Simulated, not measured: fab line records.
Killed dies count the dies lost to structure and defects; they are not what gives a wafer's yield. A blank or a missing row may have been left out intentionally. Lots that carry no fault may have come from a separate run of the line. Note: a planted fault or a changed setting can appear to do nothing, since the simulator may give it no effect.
Lot-split experiment || flow sky130 || 23 wafers read from 5 lots, route of 708 steps

SPLIT DETAILS
At SKY_LDD_HVN_COAT_02 (resist thk 300 nm), the setting spin-rpm was moved away from the recipe's 3000 rpm on 10 of the 23 wafers read, by -7.2% to -2.6%. For the rest of the wafers, this setting stayed at what the recipe calls for.

Reading taken at the split's own step.

THE READING
NOVOLAK_of_LDD_HVN_COAT_02.thk-nm (the simulator's own value, which no gauge read), in nm, at SKY_LDD_HVN_COAT_02 (resist thk 300 nm). No usual value for it is given in the file. Here, 13 wafers ran the recipe; their average is 300.3 nm with a standard deviation of 0.78 nm.

{"wafer": "L075.1", "tool, chamber at the split": "litho-track-02, 0", "spin-rpm as run, rpm": 2817, "against the recipe": "-6.1%", "NOVOLAK_of_LDD_HVN_COAT_02.thk-nm, nm": 310.2, "against lot-mates on the recipe": "+9.7"}
{"wafer": "L075.2", "tool, chamber at the split": "litho-track-02, 0", "spin-rpm as run, rpm": 3000, "against the recipe": "recipe", "NOVOLAK_of_LDD_HVN_COAT_02.thk-nm, nm": 300.8, "against lot-mates on the recipe": "-"}
{"wafer": "L075.4", "tool, chamber at the split": "litho-track-02, 0", "spin-rpm as run, rpm": 3000, "against the recipe": "recipe", "NOVOLAK_of_LDD_HVN_COAT_02.thk-nm, nm": 300.5, "against lot-mates on the recipe": "-"}
{"wafer": "L075.5", "tool, chamber at the split": "litho-track-02, 0", "spin-rpm as run, rpm": 3000, "against the recipe": "recipe", "NOVOLAK_of_LDD_HVN_COAT_02.thk-nm, nm": 300.1, "against lot-mates on the recipe": "-"}
{"wafer": "L075.6", "tool, chamber at the split": "litho-track-02, 0", "spin-rpm as run, rpm": 2817, "against the recipe": "-6.1%", "NOVOLAK_of_LDD_HVN_COAT_02.thk-nm, nm": 309.6, "against lot-mates on the recipe": "+9.1"}
{"wafer": "L076.2", "tool, chamber at the split": "litho-track-02, 0", "spin-rpm as run, rpm": 3000, "against the recipe": "recipe", "NOVOLAK_of_LDD_HVN_COAT_02.thk-nm, nm": 299, "against lot-mates on the recipe": "-"}
{"wafer": "L076.5", "tool, chamber at the split": "litho-track-02, 0", "spin-rpm as run, rpm": 3000, "against the recipe": "recipe", "NOVOLAK_of_LDD_HVN_COAT_02.thk-nm, nm": 299.1, "against lot-mates on the recipe": "-"}
{"wafer": "L076.6", "tool, chamber at the split": "litho-track-02, 0", "spin-rpm as run, rpm": 3000, "against the recipe": "recipe", "NOVOLAK_of_LDD_HVN_COAT_02.thk-nm, nm": 299.4, "against lot-mates on the recipe": "-"}
{"wafer": "L081.1", "tool, chamber at the split": "litho-track-03, 0", "spin-rpm as run, rpm": 3000, "against the recipe": "recipe", "NOVOLAK_of_LDD_HVN_COAT_02.thk-nm, nm": 300.5, "against lot-mates on the recipe": "-"}
{"wafer": "L081.2", "tool, chamber at the split": "litho-track-03, 0", "spin-rpm as run, rpm": 2922, "against the recipe": "-2.6%", "NOVOLAK_of_LDD_HVN_COAT_02.thk-nm, nm": 304.8, "against lot-mates on the recipe": "+4.7"}
{"wafer": "L081.3", "tool, chamber at the split": "litho-track-03, 0", "spin-rpm as run, rpm": 2922, "against the recipe": "-2.6%", "NOVOLAK_of_LDD_HVN_COAT_02.thk-nm, nm": 304.5, "against lot-mates on the recipe": "+4.4"}
{"wafer": "L081.4", "tool, chamber at the split": "litho-track-03, 0", "spin-rpm as run, rpm": 3000, "against the recipe": "recipe", "NOVOLAK_of_LDD_HVN_COAT_02.thk-nm, nm": 299.8, "against lot-mates on the recipe": "-"}
{"wafer": "L081.5", "tool, chamber at the split": "litho-track-03, 0", "spin-rpm as run, rpm": 2922, "against the recipe": "-2.6%", "NOVOLAK_of_LDD_HVN_COAT_02.thk-nm, nm": 305.1, "against lot-mates on the recipe": "+5.0"}
{"wafer": "L083.1", "tool, chamber at the split": "litho-track-02, 0", "spin-rpm as run, rpm": 2855, "against the recipe": "-4.8%", "NOVOLAK_of_LDD_HVN_COAT_02.thk-nm, nm": 308.6, "against lot-mates on the recipe": "+8.1"}
{"wafer": "L083.2", "tool, chamber at the split": "litho-track-02, 0", "spin-rpm as run, rpm": 3000, "against the recipe": "recipe", "NOVOLAK_of_LDD_HVN_COAT_02.thk-nm, nm": 300.8, "against lot-mates on the recipe": "-"}
{"wafer": "L083.3", "tool, chamber at the split": "litho-track-02, 0", "spin-rpm as run, rpm": 2855, "against the recipe": "-4.8%", "NOVOLAK_of_LDD_HVN_COAT_02.thk-nm, nm": 308.9, "against lot-mates on the recipe": "+8.3"}
{"wafer": "L083.4", "tool, chamber at the split": "litho-track-02, 0", "spin-rpm as run, rpm": 3000, "against the recipe": "recipe", "NOVOLAK_of_LDD_HVN_COAT_02.thk-nm, nm": 300.3, "against lot-mates on the recipe": "-"}
{"wafer": "L083.6", "tool, chamber at the split": "litho-track-02, 0", "spin-rpm as run, rpm": 2855, "against the recipe": "-4.8%", "NOVOLAK_of_LDD_HVN_COAT_02.thk-nm, nm": 307.3, "against lot-mates on the recipe": "+6.8"}
{"wafer": "L085.1", "tool, chamber at the split": "litho-track-01, 0", "spin-rpm as run, rpm": 3000, "against the recipe": "recipe", "NOVOLAK_of_LDD_HVN_COAT_02.thk-nm, nm": 300.8, "against lot-mates on the recipe": "-"}
{"wafer": "L085.4", "tool, chamber at the split": "litho-track-01, 0", "spin-rpm as run, rpm": 3000, "against the recipe": "recipe", "NOVOLAK_of_LDD_HVN_COAT_02.thk-nm, nm": 300.8, "against lot-mates on the recipe": "-"}
{"wafer": "L085.3", "tool, chamber at the split": "litho-track-01, 0", "spin-rpm as run, rpm": 2785, "against the recipe": "-7.2%", "NOVOLAK_of_LDD_HVN_COAT_02.thk-nm, nm": 312.4, "against lot-mates on the recipe": "+11.2"}
{"wafer": "L085.5", "tool, chamber at the split": "litho-track-01, 0", "spin-rpm as run, rpm": 2785, "against the recipe": "-7.2%", "NOVOLAK_of_LDD_HVN_COAT_02.thk-nm, nm": 313.2, "against lot-mates on the recipe": "+12.0"}
{"wafer": "L085.6", "tool, chamber at the split": "litho-track-01, 0", "spin-rpm as run, rpm": 3000, "against the recipe": "recipe", "NOVOLAK_of_LDD_HVN_COAT_02.thk-nm, nm": 301.9, "against lot-mates on the recipe": "-"}

THE FIT
A straight line over all 23 wafers: NOVOLAK_of_LDD_HVN_COAT_02.thk-nm changes by -1.67 nm for each +1% of spin-rpm; r = -0.99; the points scatter about the line by 0.74 nm.
The same after taking each lot's own level away (the mean of its wafers on the recipe; 23 wafers): -1.6 nm for each +1%; r = -0.99; scatter 0.47 nm.
That fit puts the effect of the largest move of spin-rpm on the reading at 11 nm.
From 299.17 to 301.17 nm: that is the span of the lots' own levels, equal to 2.6 times the standard deviation above.
Consequently the slope shifts little with the lot-to-lot level, the two slopes agreeing.
Check: +11.6 nm against its lot-mates is what the line predicts for one of the wafers moved furthest among these (-7.2%) when that wafer is left out of the fit. It came out at +11.2 nm against them.

OTHER SPLITS APPLIED TO THESE WAFERS
Before the reading, these wafers also passed through other splits. Each is held against what the fit with the lots' levels taken away leaves over:
{"other split on the same wafers": "SKY_SONOS_ONO_CVD_04 time-s", "wafers away from the commonest value": 18, "r with NOVOLAK_of_LDD_HVN_COAT_02.thk-nm (lot level and that fit taken away)": -0.29}
{"other split on the same wafers": "SKY_SONOS_ONO_COAT_08 resist-thk-nm", "wafers away from the commonest value": 7, "r with NOVOLAK_of_LDD_HVN_COAT_02.thk-nm (lot level and that fit taken away)": "+0.20"}
{"other split on the same wafers": "SKY_SONOS_ONO_ETCH_15 time-s", "wafers away from the commonest value": 8, "r with NOVOLAK_of_LDD_HVN_COAT_02.thk-nm (lot level and that fit taken away)": "+0.17"}
{"other split on the same wafers": "SKY_GATE_OXIDE_IMPLANT_11 dose-cm2", "wafers away from the commonest value": 10, "r with NOVOLAK_of_LDD_HVN_COAT_02.thk-nm (lot level and that fit taken away)": -0.21}
{"other split on the same wafers": "SKY_RES_PROTECT_SOFTBAKE_03 temp-c", "wafers away from the commonest value": 11, "r with NOVOLAK_of_LDD_HVN_COAT_02.thk-nm (lot level and that fit taken away)": "+0.00"}
{"other split on the same wafers": "SKY_POLY_GATE_COAT_07 spin-rpm", "wafers away from the commonest value": 11, "r with NOVOLAK_of_LDD_HVN_COAT_02.thk-nm (lot level and that fit taken away)": -0.20}
{"other split on the same wafers": "SKY_POLY_GATE_EXPOSE_10 dose-mj", "wafers away from the commonest value": 9, "r with NOVOLAK_of_LDD_HVN_COAT_02.thk-nm (lot level and that fit taken away)": "+0.47"}
{"other split on the same wafers": "SKY_LDD_P_DEVELOP_06 dev-temp-c", "wafers away from the commonest value": 9, "r with NOVOLAK_of_LDD_HVN_COAT_02.thk-nm (lot level and that fit taken away)": "+0.01"}

THE WHOLE CHAIN: every reading that the file lists as answering this split, in the file's order
{"step": "SKY_LDD_HVN_COAT_02", "what it does": "resist thk 300 nm", "reading": "NOVOLAK_of_LDD_HVN_COAT_02.thk-nm (the simulator's own value, which no gauge read)", "change (the file's fit)": "-1.6 nm for each +1% of the setting", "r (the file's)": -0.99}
{"step": "SKY_LDD_HVN_STRIP_09", "what it does": "strips in O2/N2", "reading": "strip-time-to-endpoint-s", "change (the file's fit)": "withheld for each +1% of the setting", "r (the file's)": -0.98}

FILE'S OWN FIT
NOVOLAK_of_LDD_HVN_COAT_02.thk-nm changes by -1.6 nm for each +1% of spin-rpm, r = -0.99.
